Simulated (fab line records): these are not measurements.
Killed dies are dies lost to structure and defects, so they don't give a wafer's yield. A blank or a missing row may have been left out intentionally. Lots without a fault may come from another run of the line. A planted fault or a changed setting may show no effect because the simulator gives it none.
fab line records | flow gf180mcu
record lots=13 | wafers=39 | last_day=34
route steps=602 shown DNWELL@40 POLY_GATE@171 HV_LDD@187
lots untouched by any fault: they come from a run of this same line in which no faults occurred
start_h: start of the lot's first displayed wafer, in hours after the record's first day | wait_h: time in hours since the lot's previous step | " unchanged from the row above | L1.1+2: a row that stands for several wafers | - value missing, or start not given | * or withheld: withheld | < > ~ a bound
route shown NAME@n: NAME is a module with steps in the file, n the number in the route of the first one | usual: the fault-free wafers' mean and standard deviation | same: alike in all rows | chamber/n: place in a boat | sites: per-site readings | _std_site: how widely they spread, as a standard deviation | _edge_site: mean of outer sites minus mean of inner sites | radius_mm: how far each site lies from the wafer's centre | mask NAME#n: copy n | behind: the last tool/chamber to shape the wafer | hold: cause of the lot's hold/its duration in hours/its outcome | device: whichever transistor did not switch (one of n, p or np) | end of line: tests run on the same wafers once the route is complete | a step given without rows: its recipe and nothing more | killed: count of dies lost to structure and defects at first sort (not the wafer's yield) | map: the dies of a wafer, with x for killed, . for not killed, _ for no die there
set.NAME: setting as actually run; set.NAME@STEP: the setting as run at that earlier step | model.NAME: the simulator's own value behind a step, which no gauge read
steps of the route over a sample of lots; a table a step, a row a wafer
services: from which hour (start_h, from the record's first day; less than 0 if before it) a tool's chamber was out of use, for how many hours, and why
## steps
# step GF_DNWELL_STRIP_08
# recipe chemistry=O2/N2 | power_w=1400 | pressure_mtorr=1500 | platen_temp_c=251.6 | o2_flow_sccm=3000 | n2_flow_sccm=300 | overash_fraction=0.5
# usual drypump_motor_current_A=5.7/0.43 | heater_power_w=321/26 | n2_flow_sccm=300.1/0.93 | oes_product_au=0.737/0.0048 | strip_time_to_endpoint_s=35.88/0.085
lot.wafer | tool            | chamber | start_h | wait_h | drypump_motor_current_A | heater_power_w | n2_flow_sccm | oes_product_au | rf_hours_counter_h | strip_time_to_endpoint_s
L517.1    | plasma_asher-02 | 1       | 48.43   | 0.1    | 5.7                     | 293            | 300.1        | 0.736          | 40                 | 35.74
L517.2    | "               | 0       | "       | "      | 5.9                     | 295            | 298.6        | 0.735          | 40                 | 35.77
L517.5    | "               | 1       | "       | "      | 5.6                     | 293            | 299.7        | 0.737          | -                  | 35.71
L519.1    | plasma_asher-04 | 1       | 60.16   | 0.1    | 5.5                     | 297            | 301.8        | 0.736          | 40                 | 36.01
L519.3    | "               | 0       | "       | "      | 6.7                     | 313            | 300.2        | 0.740          | -                  | 35.93
L519.6    | "               | 0       | "       | "      | 6.7                     | 312            | 300.6        | 0.741          | -                  | 35.98
L520.2    | plasma_asher-03 | 1       | 62.76   | 0.1    | 6.0                     | 334            | 299.5        | 0.741          | 28                 | 35.88
L520.4    | "               | 0       | "       | "      | 5.1                     | 357            | 300.1        | 0.741          | -                  | 35.97
L520.6    | "               | 1       | "       | "      | 6.0                     | 337            | 300.7        | 0.739          | -                  | 35.89
L524.1    | plasma_asher-02 | 0       | 85.38   | 0.1    | 5.9                     | 309            | 300.5        | 0.737          | 43                 | 35.80
L524.3    | "               | 0       | "       | "      | 5.9                     | 309            | 300.0        | 0.732          | -                  | 35.84
L524.5    | "               | 1       | "       | "      | 5.7                     | 290            | 300.7        | 0.738          | -                  | 35.84
L525.2    | plasma_asher-03 | 0       | 91.86   | 0.1    | 5.1                     | 359            | 301.6        | 0.739          | 31                 | 35.89
L525.3    | "               | 0       | "       | "      | 5.1                     | 365            | 300.3        | 0.741          | -                  | 35.90
L525.6    | "               | 0       | "       | "      | 5.1                     | 356            | 300.9        | 0.741          | -                  | 35.80
L526.3    | plasma_asher-04 | 1       | 94.19   | 0.1    | 5.5                     | 306            | 300.4        | 0.734          | -                  | 35.84
L526.5    | "               | 0       | "       | "      | 6.7                     | 316            | 299.6        | 0.746          | -                  | 35.68
L526.6    | "               | 1       | "       | "      | 5.5                     | 302            | 300.7        | 0.732          | -                  | 35.82
L529.2    | plasma_asher-04 | 0       | 116.75  | 0.1    | 6.7                     | 318            | 299.3        | 0.732          | 46                 | 35.88
L529.4    | "               | 1       | "       | "      | 5.5                     | 300            | 301.4        | 0.738          | -                  | 35.90
L529.6    | "               | 0       | "       | "      | 6.7                     | 307            | 298.9        | 0.726          | -                  | 35.97
L530.2    | plasma_asher-02 | 1       | 124.90  | 0.1    | 5.6                     | 292            | 300.8        | 0.737          | 1                  | 36.00
L530.3    | "               | 1       | "       | "      | 5.7                     | 291            | 300.1        | 0.734          | -                  | 35.91
L530.6    | "               | 1       | "       | "      | 5.6                     | 285            | 299.2        | 0.744          | -                  | 36.04
L532.1    | plasma_asher-02 | 1       | 131.58  | 0.1    | 5.7                     | 286            | 298.6        | 0.742          | 1                  | 35.79
L532.4    | "               | 0       | "       | "      | 5.9                     | 292            | 299.2        | 0.733          | -                  | 35.87
L532.5    | "               | 1       | "       | "      | 5.7                     | 285            | 299.6        | 0.739          | -                  | 35.85
L533.2    | plasma_asher-03 | 0       | 133.40  | 0.1    | 5.1                     | 361            | 298.0        | 0.735          | 36                 | 35.83
L533.3    | "               | 1       | "       | "      | 5.9                     | 332            | 300.6        | 0.735          | -                  | 35.93
L533.4    | "               | 0       | "       | "      | 5.1                     | 357            | 299.5        | 0.733          | -                  | 35.99
L534.2    | plasma_asher-02 | 1       | 143.20  | 0.1    | 5.7                     | 283            | 299.7        | 0.740          | 2                  | 35.84
L534.3    | "               | 1       | "       | "      | 5.7                     | 297            | 300.4        | 0.743          | -                  | 35.94
L534.5    | "               | 1       | "       | "      | 5.6                     | 286            | 300.7        | 0.744          | -                  | 35.92
L537.2    | plasma_asher-03 | 0       | 153.10  | 0.1    | 5.1                     | 356            | 299.4        | 0.735          | 38                 | 35.70
L537.3    | "               | 1       | "       | "      | 6.0                     | 342            | 301.0        | 0.727          | -                  | 35.68
L537.4    | "               | 0       | "       | "      | 5.1                     | 366            | 301.5        | 0.734          | -                  | 35.65
L539.1    | plasma_asher-03 | 1       | 164.95  | 0.1    | 6.0                     | 325            | 301.5        | 0.747          | 39                 | 35.91
L539.2    | "               | 0       | "       | "      | 5.1                     | 362            | 300.1        | 0.744          | 39                 | 35.95
L539.4    | "               | 1       | "       | "      | 6.0                     | 330            | 300.7        | 0.742          | -                  | 35.94
# step GF_POLY_GATE_STRIP_14
# recipe chemistry=O2/N2 | power_w=1400 | pressure_mtorr=1500 | platen_temp_c=250 | o2_flow_sccm=3000 | n2_flow_sccm=300 | overash_fraction=0.5
# usual drypump_motor_current_A=5.6/0.33 | heater_power_w=327/27 | n2_flow_sccm=300.1/0.96 | oes_product_au=0.503/0.0045
lot.wafer | tool            | chamber | start_h | wait_h | drypump_motor_current_A | heater_power_w | n2_flow_sccm | oes_product_au | rf_hours_counter_h
L517.1    | plasma_asher-03 | 0       | 204.19  | 0.0    | 5.1                     | 344            | 301.0        | 0.512          | 44
L517.2    | "               | 1       | "       | "      | 6.0                     | 333            | 299.5        | 0.503          | 44
L517.5    | "               | 1       | "       | "      | 6.0                     | 326            | 299.1        | 0.505          | -
L519.1    | plasma_asher-02 | 0       | 218.61  | 0.0    | 5.9                     | 295            | 298.9        | 0.496          | 10
L519.3    | "               | 0       | "       | "      | 5.9                     | 300            | 299.7        | 0.496          | -
L519.6    | "               | 0       | "       | "      | 5.9                     | 301            | 299.5        | 0.503          | -
L520.2    | plasma_asher-03 | 1       | 220.49  | 0.0    | 5.9                     | 328            | 299.5        | 0.511          | 45
L520.4    | "               | 0       | "       | "      | 5.1                     | 349            | 298.9        | 0.509          | -
L520.6    | "               | 1       | "       | "      | 6.0                     | 330            | 300.4        | 0.505          | -
L524.1    | plasma_asher-02 | 1       | 253.36  | 0.0    | 5.7                     | 286            | 300.0        | 0.512          | 14
L524.3    | "               | 1       | "       | "      | 5.7                     | 284            | 300.0        | 0.508          | -
L524.5    | "               | 1       | "       | "      | 5.7                     | 279            | 300.6        | 0.508          | -
L525.2    | plasma_asher-02 | 0       | 259.66  | 0.0    | 5.9                     | 287            | 300.0        | 0.506          | 14
L525.3    | "               | 0       | "       | "      | 5.9                     | 294            | 300.3        | 0.502          | -
L525.6    | "               | 1       | "       | "      | 5.7                     | 285            | 300.2        | 0.504          | -
L526.3    | plasma_asher-01 | 1       | 265.86  | 0.1    | 5.2                     | 341            | 300.8        | 0.503          | -
L526.5    | "               | 1       | "       | "      | 5.2                     | 346            | 300.2        | 0.496          | -
L526.6    | "               | 0       | "       | "      | 5.8                     | 345            | 300.1        | 0.502          | -
L529.2    | plasma_asher-01 | 1       | 295.53  | 0.0    | 5.2                     | 348            | 299.9        | 0.507          | 63
L529.4    | "               | 0       | "       | "      | 5.8                     | 333            | 301.3        | 0.504          | -
L529.6    | "               | 0       | "       | "      | 5.8                     | 336            | 299.7        | 0.507          | -
L530.2    | plasma_asher-03 | 1       | 306.73  | 0.0    | 6.0                     | 331            | 299.1        | 0.509          | 53
L530.3    | "               | 0       | "       | "      | 5.1                     | 343            | 299.1        | 0.514          | -
L530.6    | "               | 0       | "       | "      | 5.1                     | 356            | 300.0        | 0.502          | -
L532.1    | plasma_asher-01 | 1       | 315.53  | 0.0    | 5.2                     | 355            | 300.0        | 0.501          | 66
L532.4    | "               | 0       | "       | "      | 5.8                     | 339            | 301.4        | 0.499          | -
L532.5    | "               | 0       | "       | "      | 5.8                     | 342            | 300.8        | 0.505          | -
L533.2    | plasma_asher-01 | 0       | 319.28  | 0.0    | 5.8                     | 348            | 298.6        | 0.505          | 66
L533.3    | "               | 1       | "       | "      | 5.2                     | 352            | 302.4        | 0.505          | -
L533.4    | "               | 0       | "       | "      | 5.8                     | 338            | 300.8        | 0.495          | -
L534.2    | plasma_asher-03 | 1       | 330.73  | 0.0    | 6.0                     | 332            | 299.7        | 0.504          | 56
L534.3    | "               | 0       | "       | "      | 5.1                     | 357            | 299.8        | 0.506          | -
L534.5    | "               | 1       | "       | "      | 6.0                     | 331            | 299.7        | 0.505          | -
L537.2    | plasma_asher-03 | 0       | 346.13  | 0.0    | 5.1                     | 361            | 300.5        | 0.501          | 57
L537.3    | "               | 0       | "       | "      | 5.1                     | 358            | 299.2        | 0.500          | -
L537.4    | "               | 1       | "       | "      | 6.0                     | 333            | 301.1        | 0.503          | -
L539.1    | plasma_asher-01 | 1       | 361.86  | 0.0    | 5.2                     | 343            | 302.3        | 0.505          | 70
L539.2    | "               | 0       | "       | "      | 5.8                     | 334            | 300.0        | 0.503          | 70
L539.4    | "               | 1       | "       | "      | 5.2                     | 360            | 301.4        | 0.504          | -
# step GF_HV_LDD_TW_MEAS_11
# usual HV_LDD_TW=2430/29
lot.wafer | tool          | chamber | start_h | wait_h | HV_LDD_TW
L517.1    | film_metro-04 | -       | 224.41  | 0.1    | 2431
L517.2    | "             | -       | "       | "      | 2432
L517.5    | "             | -       | "       | "      | 2436
L519.1    | film_metro-04 | -       | 238.41  | 0.1    | 2423
L519.3    | "             | -       | "       | "      | 2431
L519.6    | "             | -       | "       | "      | 2428
L520.2    | film_metro-03 | -       | 240.42  | 0.1    | 2436
L520.4    | "             | -       | "       | "      | 2440
L520.6    | "             | -       | "       | "      | 2448
L524.1    | film_metro-01 | -       | 275.61  | 0.1    | 2388
L524.3    | "             | -       | "       | "      | 2390
L524.5    | "             | -       | "       | "      | 2393
L525.2    | film_metro-01 | -       | 281.42  | 0.1    | 2393
L525.3    | "             | -       | "       | "      | 2388
L525.6    | "             | -       | "       | "      | 2393
L526.3    | film_metro-04 | -       | 288.43  | 0.1    | 2447
L526.5    | "             | -       | "       | "      | 2432
L526.6    | "             | -       | "       | "      | 2447
L529.2    | film_metro-03 | -       | 320.09  | 0.1    | 2437
L529.4    | "             | -       | "       | "      | 2443
L529.6    | "             | -       | "       | "      | 2429
L530.2    | film_metro-03 | -       | 330.19  | 0.1    | 2450
L530.3    | "             | -       | "       | "      | 2466
L530.6    | "             | -       | "       | "      | 2458
L532.1    | film_metro-04 | -       | 338.83  | 0.1    | 2446
L532.4    | "             | -       | "       | "      | 2444
L532.5    | "             | -       | "       | "      | 2439
L533.2    | film_metro-03 | -       | 342.76  | 0.1    | 2446
L533.3    | "             | -       | "       | "      | 2450
L533.4    | "             | -       | "       | "      | 2446
L534.2    | film_metro-01 | -       | 355.17  | 0.1    | 2371
L534.3    | "             | -       | "       | "      | 2370
L534.5    | "             | -       | "       | "      | 2378
L537.2    | film_metro-01 | -       | 371.82  | 0.1    | 2394
L537.3    | "             | -       | "       | "      | 2383
L537.4    | "             | -       | "       | "      | 2389
L539.1    | film_metro-04 | -       | 385.58  | 0.1    | 2436
L539.2    | "             | -       | "       | "      | 2429
L539.4    | "             | -       | "       | "      | 2430
# step GF_HV_LDD_IMPLANT_21
# recipe species=BF2 | energy_kev=25 | dose_cm2=5e+13 | tilt_deg=7
# usual dose_ions_cm2=5e+13/5.4e+10 | faraday_current_uA=281/5.4 | tilt_deg=7.000/0.018
lot.wafer | tool         | chamber | start_h | wait_h | dose_ions_cm2 | faraday_current_uA | tilt_deg
L517.1    | implanter-03 | 0       | 241.96  | 0.0    | 4.998e+13     | 280                | 6.971
L517.2    | "            | 0       | "       | "      | 5.007e+13     | 282                | 6.991
L517.5    | "            | 0       | "       | "      | 4.999e+13     | 281                | 6.970
L519.1    | implanter-03 | 0       | 257.01  | 0.0    | 5.007e+13     | 275                | 7.010
L519.3    | "            | 0       | "       | "      | 5.002e+13     | 282                | 6.995
L519.6    | "            | 0       | "       | "      | 4.998e+13     | 285                | 7.006
L520.2    | implanter-01 | 0       | 258.63  | 0.0    | 5.013e+13     | 274                | 7.005
L520.4    | "            | 0       | "       | "      | 5.012e+13     | 280                | 6.998
L520.6    | "            | 0       | "       | "      | 5.005e+13     | 293                | 7.015
L524.1    | implanter-03 | 0       | 294.73  | 0.0    | 5.003e+13     | 281                | 7.006
L524.3    | "            | 0       | "       | "      | 5.009e+13     | 276                | 6.993
L524.5    | "            | 0       | "       | "      | 4.993e+13     | 280                | 7.001
L525.2    | implanter-02 | 0       | 300.73  | 0.0    | 4.991e+13     | 287                | 6.984
L525.3    | "            | 0       | "       | "      | 5.003e+13     | 276                | 6.964
L525.6    | "            | 0       | "       | "      | 4.999e+13     | 292                | 6.980
L526.3    | implanter-02 | 0       | 308.16  | 0.1    | 4.998e+13     | 280                | 6.982
L526.5    | "            | 0       | "       | "      | 5.003e+13     | 279                | 6.996
L526.6    | "            | 0       | "       | "      | 5.003e+13     | 292                | 6.999
L529.2    | implanter-02 | 0       | 341.63  | 0.0    | 3.865e+13     | 217                | 6.996
L529.4    | "            | 0       | "       | "      | 3.867e+13     | 218                | 7.018
L529.6    | "            | 0       | "       | "      | 3.856e+13     | 213                | 7.028
L530.2    | implanter-02 | 0       | 351.80  | 0.0    | 3.867e+13     | 218                | 6.985
L530.3    | "            | 0       | "       | "      | 3.862e+13     | 215                | 6.997
L530.6    | "            | 0       | "       | "      | 3.867e+13     | 211                | 6.990
L532.1    | implanter-03 | 0       | 360.78  | 0.0    | 5.002e+13     | 271                | 7.032
L532.4    | "            | 0       | "       | "      | 4.994e+13     | 284                | 6.992
L532.5    | "            | 0       | "       | "      | 4.995e+13     | 285                | 6.988
L533.2    | implanter-01 | 0       | 365.18  | 0.0    | 5.001e+13     | 279                | 6.994
L533.3    | "            | 0       | "       | "      | 5.003e+13     | 276                | 6.983
L533.4    | "            | 0       | "       | "      | 5e+13         | 281                | 7.012
L534.2    | implanter-03 | 0       | 378.08  | 0.0    | 5.003e+13     | 279                | 7.025
L534.3    | "            | 0       | "       | "      | 4.995e+13     | 283                | 7.004
L534.5    | "            | 0       | "       | "      | 4.999e+13     | 280                | 7.034
L537.2    | implanter-01 | 0       | 394.28  | 0.0    | 4.994e+13     | 289                | 7.034
L537.3    | "            | 0       | "       | "      | 4.988e+13     | 272                | 7.021
L537.4    | "            | 0       | "       | "      | 4.988e+13     | 292                | 7.009
L539.1    | implanter-01 | 0       | 408.45  | 0.0    | 5.005e+13     | 271                | 7.036
L539.2    | "            | 0       | "       | "      | 4.996e+13     | 279                | 7.000
L539.4    | "            | 0       | "       | "      | 5.006e+13     | 273                | 6.992
# step GF_HV_LDD_TW_MEAS_23
# usual HV_LDD_2_TW=1062/16
lot.wafer | tool          | chamber | start_h | wait_h | HV_LDD_2_TW
L517.1    | film_metro-03 | -       | 242.21  | 0.1    | 1072
L517.2    | "             | -       | "       | "      | 1071
L517.5    | "             | -       | "       | "      | 1069
L519.1    | film_metro-03 | -       | 257.26  | 0.1    | 1069
L519.3    | "             | -       | "       | "      | 1074
L519.6    | "             | -       | "       | "      | 1074
L520.2    | film_metro-03 | -       | 258.87  | 0.1    | 1071
L520.4    | "             | -       | "       | "      | 1065
L520.6    | "             | -       | "       | "      | 1071
L524.1    | film_metro-01 | -       | 294.98  | 0.1    | 1041
L524.3    | "             | -       | "       | "      | 1046
L524.5    | "             | -       | "       | "      | 1044
L525.2    | film_metro-01 | -       | 300.97  | 0.1    | 1043
L525.3    | "             | -       | "       | "      | 1047
L525.6    | "             | -       | "       | "      | 1047
L526.3    | film_metro-04 | -       | 308.38  | 0.1    | 1069
L526.5    | "             | -       | "       | "      | 1068
L526.6    | "             | -       | "       | "      | 1069
L529.2    | film_metro-01 | -       | 341.86  | 0.1    | 957
L529.4    | "             | -       | "       | "      | 954
L529.6    | "             | -       | "       | "      | 951
L530.2    | film_metro-01 | -       | 352.04  | 0.1    | 965
L530.3    | "             | -       | "       | "      | 962
L530.6    | "             | -       | "       | "      | 962
L532.1    | film_metro-03 | -       | 361.03  | 0.1    | 1074
L532.4    | "             | -       | "       | "      | 1073
L532.5    | "             | -       | "       | "      | 1078
L533.2    | film_metro-03 | -       | 365.42  | 0.1    | 1077
L533.3    | "             | -       | "       | "      | 1070
L533.4    | "             | -       | "       | "      | 1078
L534.2    | film_metro-04 | -       | 378.32  | 0.1    | 1072
L534.3    | "             | -       | "       | "      | 1072
L534.5    | "             | -       | "       | "      | 1075
L537.2    | film_metro-01 | -       | 394.52  | 0.1    | 1035
L537.3    | "             | -       | "       | "      | 1035
L537.4    | "             | -       | "       | "      | 1033
L539.1    | film_metro-01 | -       | 408.70  | 0.1    | 1039
L539.2    | "             | -       | "       | "      | 1033
L539.4    | "             | -       | "       | "      | 1038
## services
tool            | chamber | start_h | hours | kind
plasma_asher-02 | -       | 38.16   | 1.0   | repair
plasma_asher-02 | -       | 44.48   | 2.8   | pm
plasma_asher-01 | -       | 52.07   | 1.4   | repair
implanter-02    | -       | 61.05   | 5.5   | repair
implanter-03    | -       | 77.81   | 10.5  | repair
implanter-01    | -       | 88.31   | 5.3   | pm
plasma_asher-02 | -       | 108.75  | 9.0   | pm
implanter-01    | -       | 128.82  | 2.2   | repair
implanter-02    | -       | 182.37  | 4.0   | repair
plasma_asher-01 | -       | 214.20  | 1.1   | repair
plasma_asher-01 | -       | 241.74  | 11.7  | repair
implanter-03    | -       | 245.56  | 3.9   | repair
implanter-02    | -       | 249.48  | 2.5   | pm
implanter-02    | -       | 250.41  | 2.3   | repair
implanter-02    | -       | 252.69  | 2.5   | pm
implanter-02    | -       | 255.31  | 2.0   | repair
implanter-03    | -       | 259.38  | 0.5   | repair
implanter-02    | -       | 287.11  | 5.7   | repair
plasma_asher-03 | -       | 288.27  | 16.6  | repair
implanter-03    | -       | 296.89  | 4.0   | repair
implanter-03    | -       | 304.03  | 3.3   | pm
plasma_asher-02 | -       | 310.29  | 0.9   | repair
implanter-02    | -       | 318.42  | 3.3   | repair
implanter-03    | -       | 406.56  | 1.1   | repair
## key
first_sign step=GF_HV_LDD_IMPLANT_21 | reading=dose_ions_cm2 | direction=down | sigmas=99+ | usual=5e+13 | struck=3.864e+13
effect step=GF_HV_LDD_IMPLANT_21 | reading=faraday_current_uA | direction=down | sigmas=12 | usual=281 | struck=215
effect step=GF_HV_LDD_TW_MEAS_23 | reading=HV_LDD_2_TW | direction=down | sigmas=6.5 | usual=1062 | struck=958
met_at GF_HV_LDD_IMPLANT_21
struck_lots L529,L530
rows_end L529.2,L529.4,L529.6
tester_left_out L530
not_acting_at GF_DNWELL_STRIP_08,GF_POLY_GATE_STRIP_14,GF_HV_LDD_TW_MEAS_11
onset_between 308.16 341.63
fault kind=process_parameter_drift | tool=implanter-02 | chamber=- | onset_h=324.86 | steps=GF_HV_LDD_IMPLANT_21 | channel=dose_cm2 | offset=-1.133e+13 | shape=step | end_h=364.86 | acts_in=these_recipes_only | stated=5e+13
# tester_left_out: of these lots the tester's yield and bins aren't shown, on N5 and GAA mostly nor the transistor test; their killed dies are dies lost to structure and defects alone, not to doping, threshold or leakage, so they don't give the yield
# rows_end: these wafers met a further fault down the route, and their rows from its step on are left out
